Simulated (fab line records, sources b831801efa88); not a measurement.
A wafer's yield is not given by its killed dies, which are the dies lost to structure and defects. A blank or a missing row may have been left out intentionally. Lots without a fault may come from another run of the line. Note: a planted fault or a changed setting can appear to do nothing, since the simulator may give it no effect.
Matching of chambers ; flow sky130 ; 4 sister chambers for SKY_VIA2_CMP_02 on cmp-01
The step polishes SiO2. 8 wafers are shown with their chamber, then 12 later ones without.

== WAFERS WITH THEIR CHAMBER ==
wafer;chamber;motor-current-A (A);slurry-flow-ml-min
L089.5;3;13.5;149.5
L090.2;2;13.3;150.3
L090.4;3;13.0;150.3
L091.3;1;12.8;149.9
L091.5;2;13.6;149.5
L092.2;1;13.1;150.1
L092.4;0;15.9;150.1
L092.5;0;14.7;150.4

== WAFERS WITHOUT THEIR CHAMBER ==
wafer;motor-current-A (A);slurry-flow-ml-min
L093.2;14.8;150.1
L093.3;12.7;150.5
L093.6;14.9;149.9
L094.1;12.8;150.7
L094.2;12.8;149.8
L094.3;14.8;150.7
L097.1;12.7;149.8
L097.4;12.7;150.3
L097.5;12.7;150.1
L096.1;14.6;150.0
L096.2;12.8;151.2
L096.6;13.0;149.3

== EACH ONE'S CHAMBER ==
wafer;from the rows above;in truth
L093.2;can't be placed: 0 or 2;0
L093.3;can't be placed: 1 or 3 or 2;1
L093.6;can't be placed: 0 or 2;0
L094.1;can't be placed: 1 or 3 or 2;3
L094.2;can't be placed: 1 or 3 or 2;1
L094.3;can't be placed: 0 or 2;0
L097.1;can't be placed: 1 or 3 or 2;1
L097.4;can't be placed: 1 or 3 or 2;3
L097.5;can't be placed: 1 or 3 or 2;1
L096.1;can't be placed: 0 or 2 or 3 or 1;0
L096.2;can't be placed: 1 or 3 or 2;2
L096.6;can't be placed: 3 or 1 or 2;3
Correct placement for 0 of the 12. Not placeable from these rows: 12 (in 12, the candidates include the true chamber). 0 placed wrongly.
How it was worked out, from the rows above alone: a wafer's distance from a chamber is the root of the sum, over the readings, of the square of ((its reading less the chamber's mean) divided by the reading's scatter). The wafer belongs to the nearest chamber; if the next one is less than 2 further off, it can't be placed. For every chamber, the mean is computed from those of its wafers that are shown. The scatter is the square root of a quotient: the sum, over the shown wafers, of each reading's squared deviation from its chamber's mean, divided by wafers minus chambers.
